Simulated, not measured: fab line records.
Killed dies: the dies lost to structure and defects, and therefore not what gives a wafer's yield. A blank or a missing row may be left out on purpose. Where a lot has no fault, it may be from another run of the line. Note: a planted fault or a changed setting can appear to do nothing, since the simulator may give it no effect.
Chamber matching | flow gf180mcu | GF_V3_CVD_02 on pecvd-02: 3 sister chambers
The step deposits SiO2 from TEOS, target thk 850 nm, time 94.851 s. 14 wafers are shown with their chamber, then 7 later ones without.

== WAFERS WITH THEIR CHAMBER ==
wafer  | chamber | heater_power_w (W)
L076.1 | 2       | 570
L076.3 | 1       | 586
L076.6 | 0       | 777
L078.1 | 2       | 607
L078.4 | 0       | 770
L078.5 | 2       | 459
L091.1 | 2       | 601
L091.2 | 1       | 617
L091.3 | 0       | 781
L093.2 | 1       | 536
L093.3 | 1       | 590
L093.6 | 1       | 606
L094.2 | 2       | 502
L094.4 | 2       | 559

SIGNATURES (means of the wafers above)
reading        | chamber 0 | chamber 1 | chamber 2 | scatter within a chamber
heater_power_w | 776.00    | 587.00    | 549.67    | 43.5
Rule: for each reading, subtract the chamber's mean from the wafer's reading, divide by that reading's scatter and square the result; add these up over the readings and take the root, which gives the wafer's distance from the chamber. If the next closest chamber is less than 2 further off than the closest, the wafer can't be placed; otherwise it belongs to the closest. The scatter is the square root of a quotient: the sum, over the shown wafers, of each reading's squared deviation from its chamber's mean, divided by wafers minus chambers.

== WAFERS WHOSE CHAMBER IS MISSING ==
wafer  | heater_power_w (W)
L094.5 | 573
L096.1 | 773
L096.2 | 600
L096.3 | 598
L096.4 | 637
L096.5 | 467
L096.6 | 628

== EACH ONE'S CHAMBER ==
wafer  | from the rows above     | in truth
L094.5 | can't be placed: 1 or 2 | 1
L096.1 | 0                       | 0
L096.2 | can't be placed: 1 or 2 | 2
L096.3 | can't be placed: 1 or 2 | 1
L096.4 | can't be placed: 1 or 2 | 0
L096.5 | can't be placed: 2 or 1 | 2
L096.6 | can't be placed: 1 or 2 | 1
Correctly placed: 1 of 7. Can't be placed from these rows: 6 (the true chamber is among the candidates in 5). Number placed wrongly: 0.
